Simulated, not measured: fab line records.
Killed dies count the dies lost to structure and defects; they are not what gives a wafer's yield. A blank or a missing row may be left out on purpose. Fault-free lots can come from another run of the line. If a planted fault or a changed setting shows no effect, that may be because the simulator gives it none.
What tool caused it? | flow sky130 | Sampling: 7 lots, 21 wafers, 2 of 708 route steps

== WHAT THE GAUGES READ, wafer by wafer ==
SKY_LOCAL_INTERCONNECT_OVL_MEAS_12.
lot  | measured     | on         | LOCAL_INTERCONNECT_OVL (nm)
L164 | day 31 16:06 | overlay-01 | 2 -4 0
L175 | day 35 00:15 | overlay-01 | -5 -1 -6
L177 | day 35 07:31 | overlay-01 | -8 -9 -3
L179 | day 36 05:19 | overlay-02 | -7 -7 -1
L182 | day 37 04:33 | overlay-02 | -2 0 1
L184 | day 37 10:45 | overlay-02 | -15 -17 -6

== WHAT TOOL EACH LOT RAN ON (gives the tool, then ch and the chambers of the sampled wafers, and finally the start) ==
lot  | SKY_POLY_GATE_PEB_11
L164 | litho track-02 ch 0, day 17 16:00
L168 | litho track-02, day 18 15:00
L175 | litho track-01 ch 0, day 21 16:00
L177 | litho track-04 ch 0, day 22 02:00
L179 | litho track-02 ch 0, day 22 23:00
L182 | litho track-01 ch 0, day 24 02:00
L184 | litho track-01 ch 0, day 24 10:00
- SKY_POLY_GATE_PEB_11

== THE ANSWER, worked out from the rows above alone ==
Rule: usual is defined by the lots themselves. Put in order of their means at a reading, lots are off if they are a third of the lots or fewer, leave a main group of 4 or more, and stand apart from it by a gap of 3 or more times the standard deviation of the main group's means; of several such gaps the widest counts. If all means in a main group match to the digits the tables above print for the reading, that group is not used. A lot without any number at a reading at which 4 lots or more have one is off too. The other lots that the step has rows for count as sound.
No lot is off on any of the readings shown, so nothing can be concluded from this.

== WHAT WAS PUT IN BY THE SIMULATOR ==
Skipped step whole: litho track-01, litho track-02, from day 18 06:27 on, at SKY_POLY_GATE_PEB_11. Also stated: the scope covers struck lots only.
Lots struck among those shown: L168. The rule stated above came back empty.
